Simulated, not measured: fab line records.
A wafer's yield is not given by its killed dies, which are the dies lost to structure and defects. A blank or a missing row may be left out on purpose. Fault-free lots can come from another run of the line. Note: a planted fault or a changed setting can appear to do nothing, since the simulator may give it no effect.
Which tool was responsible?	flow gf180mcu	39 wafers sampled from 13 lots at 1 step of a route of 602

== WHAT THE GAUGES READ, wafer by wafer ==
GF_M1_CD_MEAS_14: the cd target is 230 nm.
lot	measured	on	cdNm (nm)
L489	day 17 07:27	cdSem-01	229.6 228.5 229.5
L491	day 17 18:05	cdSem-02	229.4 229.4 229.1
L500	day 21 06:40	cdSem-01	227.7 228.3 228.6
L501	day 21 14:02	cdSem-01	232.4 232.5 231.7
L502	day 21 19:16	cdSem-02	230.9 231.1 230.8
L503	day 22 03:49	cdSem-01	231.0 229.5 231.0
L504	day 22 14:20	cdSem-02	227.1 229.9 229.6
L505	day 22 17:20	cdSem-01	230.3 230.6 229.0
L506	day 23 03:22	cdSem-02	232.0 230.8 232.1
L508	day 23 21:30	cdSem-01	232.1 232.3 232.0
L509	day 24 02:43	cdSem-02	226.3 227.5 226.4
L511	day 24 19:35	cdSem-02	229.0 227.7 228.5
L512	day 25 12:01	cdSem-02	231.3 230.0 230.8

== WHICH TOOL RAN EACH LOT (tool, then ch and the chambers of the sampled wafers, then the start) ==
There is no process step in the record ahead of these readings.

== WHAT THE TOOLS THEMSELVES READ (means of the sampled wafers that have a number; where no wafer has one, the mark that the record gives instead) ==
The record holds no such reading with a usual standard deviation.

== THE ANSWER, worked out from the rows above alone ==
Rule: what is usual is taken from the lots themselves. The widest of any qualifying gaps counts: lots, ordered by their means at a reading, are off when they make up no more than a third of the lots, leave a main group of 4 or more, and stand apart from it by 3 or more times the standard deviation of that group's means. A main group is skipped when, at the precision printed for the reading in the tables above, its means are all equal. A lot without any number at a reading at which 4 lots or more have one is off too. The other lots that the step has rows for count as sound. Order of review: gauges by route order, followed by the tools' own readings, for which a lot's mean as printed above is used. The first step at which some lot is off is used, and at that step the reading that is off furthest; a lot without a number counts as furthest.
None of the lots is off at any reading shown; this tells nothing.

== WHAT THE SIMULATOR HAD PUT IN ==
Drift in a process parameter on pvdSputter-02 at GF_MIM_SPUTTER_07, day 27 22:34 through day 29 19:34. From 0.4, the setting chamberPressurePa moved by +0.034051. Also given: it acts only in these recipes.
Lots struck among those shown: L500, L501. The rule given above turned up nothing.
